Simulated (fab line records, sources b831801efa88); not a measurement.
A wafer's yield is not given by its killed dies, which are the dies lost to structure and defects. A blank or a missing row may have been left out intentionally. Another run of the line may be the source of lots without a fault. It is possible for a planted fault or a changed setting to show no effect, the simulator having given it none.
Chamber matching / flow sky130 / rie-si-01 running SKY_POLY_GATE_ETCH_17: 4 sister chambers
The step etches poly-Si in HBr/Cl2, stops on SiO2, target depth 180 nm, time 70.5 s. 4 wafers are shown with their chamber, then 8 later ones without.

== EACH WAFER AND ITS CHAMBER ==
wafer=L202.1; chamber=1; drypump-motor-current-A (A)=5.0
wafer=L202.4; chamber=2; drypump-motor-current-A (A)=5.0
wafer=L202.5; chamber=3; drypump-motor-current-A (A)=5.3
wafer=L204.2; chamber=0; drypump-motor-current-A (A)=6.0

== WAFERS WITHOUT THEIR CHAMBER ==
wafer=L204.4; drypump-motor-current-A (A)=5.1
wafer=L204.5; drypump-motor-current-A (A)=5.0
wafer=L206.1; drypump-motor-current-A (A)=5.0
wafer=L206.3; drypump-motor-current-A (A)=6.1
wafer=L206.5; drypump-motor-current-A (A)=5.1
wafer=L210.1; drypump-motor-current-A (A)=5.3
wafer=L210.2; drypump-motor-current-A (A)=5.0
wafer=L210.4; drypump-motor-current-A (A)=6.0

== EACH ONE'S CHAMBER ==
wafer=L204.4; from the rows above=can't be placed: 1 or 2 or 3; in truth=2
wafer=L204.5; from the rows above=can't be placed: 1 or 2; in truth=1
wafer=L206.1; from the rows above=can't be placed: 1 or 2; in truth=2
wafer=L206.3; from the rows above=0; in truth=0
wafer=L206.5; from the rows above=can't be placed: 1 or 2 or 3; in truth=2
wafer=L210.1; from the rows above=3; in truth=3
wafer=L210.2; from the rows above=can't be placed: 1 or 2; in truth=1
wafer=L210.4; from the rows above=0; in truth=0
Correctly placed: 3 of 8. From these rows, 5 cannot be placed; in 5 the true chamber is one of the candidates. Number placed wrongly: 0.
How it was worked out, from the rows above alone: a wafer's distance from a chamber is the root of the sum, over the readings, of the square of ((its reading less the chamber's mean) divided by the reading's scatter). The wafer belongs to the nearest chamber; if the next one is less than 2 further off, it can't be placed. For every chamber, the mean is computed from those of its wafers that are shown. The scatter (one wafer shown for each chamber): square how far every hidden wafer sits from the nearest shown wafer, average those squares and take the square root.
